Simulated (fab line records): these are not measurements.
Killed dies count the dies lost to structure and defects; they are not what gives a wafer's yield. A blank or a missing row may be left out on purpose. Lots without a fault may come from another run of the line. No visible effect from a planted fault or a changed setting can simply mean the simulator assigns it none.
One fault through the eyes of 2 desks || flow sky130 || what lay behind the numbers comes last; until then each desk has only its own

== AT THE TOOL OWNER'S DESK: lpcvd-03 ==
The tool's own readings at SKY_SONOS_ONO_CVD_04 (deposits SiO2 from SiH4/N2O, target thk 5.7199 nm): means of the sampled wafers that have a number, for each lot that ran on this tool. If a lot's mean is further than 4 standard deviations from the usual mean, the lot is out of limits and carries the mark OUT (the distance appears in the brackets).
Columns: A = pressure mtorr at SKY_SONOS_ONO_CVD_04, usual 399.8 mTorr; B = spike tc centre C at SKY_SONOS_ONO_CVD_04, usual 900.4 C; C = spike tc lower C at SKY_SONOS_ONO_CVD_04, usual 899.7 C
{"lot": "L576", "first seen here": "day 11 14:54", "A": 399.6, "B": 899.3, "C": 899.3}
{"lot": "L577", "first seen here": "day 12 03:32", "A": 399.9, "B": 899.6, "C": 900.0}
{"lot": "L579", "first seen here": "day 13 01:35", "A": 399.6, "B": 901.5, "C": 900.0}
{"lot": "L578", "first seen here": "day 13 04:00", "A": 399.9, "B": 899.8, "C": 899.2}
{"lot": "L580", "first seen here": "day 13 13:30", "A": 399.6, "B": 898.8, "C": 898.9}
{"lot": "L582", "first seen here": "day 13 19:23", "A": 399.8, "B": 898.7, "C": 899.4}
{"lot": "L586", "first seen here": "day 15 11:22", "A": 399.9, "B": 901.7, "C": 899.2}
{"lot": "L587", "first seen here": "day 15 20:11", "A": 399.9, "B": 898.2, "C": 899.7}
{"lot": "L589", "first seen here": "day 16 17:26", "A": 399.1, "B": 898.5, "C": 899.8}
{"lot": "L590", "first seen here": "day 17 00:09", "A": "319.7 (-99 or more) OUT", "B": 901.9, "C": 899.7}
{"lot": "L591", "first seen here": "day 17 08:10", "A": "319.4 (-99 or more) OUT", "B": 902.9, "C": 899.3}
{"lot": "L599", "first seen here": "day 20 09:41", "A": 400.2, "B": 900.9, "C": 899.3}
Finding of this desk: L590, L591 out of limits; the first was L590 at day 17 00:09, on pressure mtorr at SKY_SONOS_ONO_CVD_04. L576, L577, L579, L578, L580, L582, L586, L587, L589, L599 stayed within limits.

== AT THE METROLOGY DESK ==
What the gauges read, lot by lot, whatever tool the lot ran on: means of the sampled wafers that have a number. If a lot's mean is further than 4 standard deviations from the usual mean, the lot is out of limits and carries the mark OUT (the distance appears in the brackets).
Columns: A = SONOS_ONO_CVD_04_THK at SKY_SONOS_ONO_THK_MEAS_05, usual 5.62 nm
{"lot": "L576", "first seen here": "day 11 16:09", "A": 5.74}
{"lot": "L577", "first seen here": "day 12 04:47", "A": 5.68}
{"lot": "L579", "first seen here": "day 13 02:52", "A": 5.65}
{"lot": "L578", "first seen here": "day 13 05:17", "A": 5.65}
{"lot": "L580", "first seen here": "day 13 14:45", "A": 5.74}
{"lot": "L582", "first seen here": "day 13 20:38", "A": 5.53}
{"lot": "L586", "first seen here": "day 15 13:16", "A": 5.59}
{"lot": "L587", "first seen here": "day 15 21:27", "A": 5.54}
{"lot": "L589", "first seen here": "day 16 18:41", "A": 5.67}
{"lot": "L590", "first seen here": "day 17 01:25", "A": "5.07 (-5.0) OUT"}
{"lot": "L591", "first seen here": "day 17 09:26", "A": "5.05 (-5.2) OUT"}
{"lot": "L599", "first seen here": "day 20 10:58", "A": 5.63}
This desk's result: L590, L591 out of limits, first on L590 (SONOS_ONO_CVD_04_THK at SKY_SONOS_ONO_THK_MEAS_05), day 17 01:25. L576, L577, L579, L578, L580, L582, L586, L587, L589, L599 stayed within limits.

== BROUGHT TOGETHER ==
The tool owner's desk could have raised an alarm at day 17 00:09, on L590, L591.
The metrology desk could have raised an alarm at day 17 01:25, on L590, L591.
All the named lots went through SKY_SONOS_ONO_CVD_04 on lpcvd-03.

== WHAT THE SIMULATOR HAD PUT IN ==
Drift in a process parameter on lpcvd-03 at SKY_SONOS_ONO_CVD_04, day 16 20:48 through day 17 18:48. The setting pressure mtorr was moved by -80, starting from 400.
Struck lots among those shown: L590, L591.
Time in hours from fault onset to the first out-of-limits reading at each desk: tool owner's desk 3, metrology desk 5.
